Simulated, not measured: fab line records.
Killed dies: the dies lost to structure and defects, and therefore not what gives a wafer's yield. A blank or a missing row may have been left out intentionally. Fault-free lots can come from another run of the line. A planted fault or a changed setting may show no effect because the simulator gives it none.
Struck lot and sound lot, side by side ; flow gf180mcu ; 13 out of 602 route steps
Sound: wafers L234.1, L234.2, L234.6. Wafers struck: L241.1, L241.2, L241.4. The cause is named last.
Each step with rows lists, per side, the tool, then ch with its chambers, then its first start. Under that, the readings that differ: sound wafers ; struck wafers ; difference of the means ; sigmas: that difference in standard deviations of wafers without a fault.
alike: readings with means less than 2 such deviations apart, plus words and numbers identical on both sides. not compared: withheld readings, readings lacking a value on some wafer, bounds such as >300 that could conceal the same value, and numbers that have no deviation in the record and whose values overlap.
The two part at a step that has a row with sigmas, a row that says differs or no value, or rows on one side only. When numbers do not overlap yet have no deviation, they are printed without sigmas and do not part them. A reading missing from all wafers of one side parts the sides only when that side holds two or more wafers.

GF_V2_CD_MEAS_14: the cd target is 260 nm.
  struck on cdSem-02, day 26 18:20; sound on cdSem-01, day 24 14:35
  alike: cdNm
GF_V2_OVL_MEAS_15:
  struck on overlay-02, day 26 18:27; sound on overlay-02, day 24 14:42
  alike: V2_OVL
GF_V2_ETCH_16: etches BARC in N2/H2.
  sound on rieDiel-02 ch 0,2,3, day 24 14:44; struck on rieDiel-01 ch 0,1,2, day 26 18:29
  alike: drypumpMotorCurrentA, oesProductAu, throttleValvePct
then, 1 step without rows for these wafers: GF_V2_ETCH_17 (etches SiO2 in C4F8/O2/Ar, stops on TiN, target depth 630 nm).
GF_V2_STRIP_18: strips in O2/N2.
  sound on plasmaAsher-04 ch 0,1, day 24 14:52; struck on plasmaAsher-02 ch 0,1, day 26 18:37
  alike: drypumpMotorCurrentA, heaterPowerW, oesProductAu
  not compared: rfHoursCounterH
then, 2 steps without rows for these wafers: GF_V2_STRIP_19 (strips in post etch residue remover, time 1200 s); GF_V2_CLEAN_20 (cleans in DIW).
GF_V2_SPUTTER_21: material Ti, target thk 15 nm, time 80.02 s.
  struck on pvdSputter-02, day 26 19:09; sound on pvdSputter-01, day 24 15:24
  alike: cathodeDcPowerW, throttleValvePct
GF_V2_SPUTTER_22: material TiN, target thk 10 nm, time 40 s.
  struck on pvdSputter-02, day 26 19:13; sound on pvdSputter-01, day 24 15:28
  alike: cathodeDcPowerW, throttleValvePct
GF_V2_CVD_23: deposits W, target thk 350 nm, time 104.94 s.
  sound on cvdW-02 ch 0,1, day 24 15:30; struck on cvdW-01 ch 0,1, day 26 19:15
  alike: chamberPressureTorr, heaterPowerW
  not compared: sinceWetCleanH
GF_V2_RS_MEAS_24: measurement is done with a four-point probe.
  struck on filmMetro-01, day 26 19:22; sound on filmMetro-04, day 24 15:37
  alike: V2_W_RS
GF_V2_THK_MEAS_25: measures by xrf.
  struck on filmMetro-01, day 26 19:29; sound on filmMetro-04, day 24 15:44
  alike: V2_W_THK
GF_V2_CMP_26: polishes, stops on SiO2, t overpolish 15 s, target thk 0 nm.
  sound on cmp-02 ch 1,3, day 24 15:47; struck on cmp-02 ch 0,1,3, day 26 19:36
  no value came back on the struck wafers for any of 5 readings (edgeZonePressureFrac, headPressurePsi (psi) and others); on the sound wafers edgeZonePressureFrac reads 1.004 1.000 1.001
reading;sound;struck;difference;sigmas
model.W_of_V2_CVD_23.thkNm (nm);0 0 0;353.1 353.5 355;+353.9;
model.SiO2_of_V2_CVD_02.thkNm (nm);628.9 627.8 628.6;632.8 632.6 631.8;+4.0;

== WHERE THEY PART ==
Only at GF_V2_CMP_26, as far as this record shows.

WHY: whatever the simulator had introduced
Entire step skipped (cmp-02, GF_V2_CMP_26), from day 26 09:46 onward. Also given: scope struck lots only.
